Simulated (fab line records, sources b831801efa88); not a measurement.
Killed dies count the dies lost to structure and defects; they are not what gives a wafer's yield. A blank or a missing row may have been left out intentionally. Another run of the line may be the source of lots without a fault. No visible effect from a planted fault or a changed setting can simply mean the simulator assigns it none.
Problem report, 8D (eight disciplines) form, completed by code    flow gf180mcu    the parts of the form that need people (team, actions taken, sign-off) are left out

## 1. PROBLEM STATEMENT
Mean of chamberPressurePa at GF_M3_SPUTTER_00: 2.072 Pa across 6 wafers in 2 lots; on wafers with no fault it is 2.000 Pa (standard deviation 0.0039). Relative to the usual mean, that is a shift of +19 standard deviations.
The step: material Ti, target thk 37.5 nm, time 150 s.
Seen first at day 21 05:25 on pvdSputter-03, wafer L984.2. Wafers with a number at this step in the record: 18, from 6 lots. The rule behind "out" and "out of limits": a value lying over 4 standard deviations away from the usual mean. The other wafers with a number count as sound.

## 2. WHAT IT IS AND WHAT IT IS NOT
question                     is                      is not
which readings at this step  chamberPressurePa       -
which lots                   L984, L985              L101, L995, L996, L998
which wafers of those lots   all that have a number  -
read on which tools          pvdSputter-03           pvdSputter-04
when                         from day 21 05:25       up to then (0 sound wafers); but 12 sound wafers of L101, L995, L996, L998 came after

## 3. WHAT RULES OUT EACH SUSPECT
Counting: a tool stays on the suspect list if, at a process step up to the reading, it processed all lots that are out and no sound lot following the first of them.
- pvdSputter-02 at GF_V2_SPUTTER_21 (material Ti, target thk 15 nm, time 80.02 s): ruled out as a lasting fault. After its first lot that is out, L984 (day 21 04:43), sound lots L995 ran on it.
- pvdSputter-02 at GF_V2_SPUTTER_22 (material TiN, target thk 10 nm, time 40 s): ruled out as a lasting fault. After its first lot that is out, L984 (day 21 04:47), sound lots L995 ran on it.
- cvdW-02 at GF_V2_CVD_23 (deposits W, target thk 350 nm, time 104.94 s): ruled out as a lasting fault. After its first lot that is out, L984 (day 21 04:49), sound lots L996, L998, L101 ran on it.
- pvdSputter-03 at GF_M3_SPUTTER_00 (material Ti, target thk 37.5 nm, time 150 s): ruled out as a lasting fault. After its first lot that is out, L984 (day 21 05:25), sound lots L996, L101 ran on it.
Left after counting: nothing in the record.

## 4. THE CAUSE (what the simulator had put in)
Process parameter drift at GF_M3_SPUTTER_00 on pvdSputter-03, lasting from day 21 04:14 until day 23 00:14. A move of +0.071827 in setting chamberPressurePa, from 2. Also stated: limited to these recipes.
Counting ruled it out, wrongly.

## 5. THE EFFECT CHAIN, in route order
Each row: a reading where the mean over the struck wafers with a number is more than 3 standard deviations away from the usual. Only readings whose record carries a usual standard deviation are examined. hours: median over the lots of the time between each lot's start at the first step of this table that gives one and its start at this step. sigmas: the change, counted in usual standard deviations.
hours  step              reading            usual     on struck wafers  change  sigmas
0      GF_M3_SPUTTER_00  chamberPressurePa  2.000 Pa  2.072             +0.072  +19
Its process steps:
- GF_M3_SPUTTER_00: material Ti, target thk 37.5 nm, time 150 s.

## 6. WHAT WOULD HAVE CAUGHT IT SOONER
In this record the first reading out of limits was taken at day 21 05:25, 1 hour after the fault began at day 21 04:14.
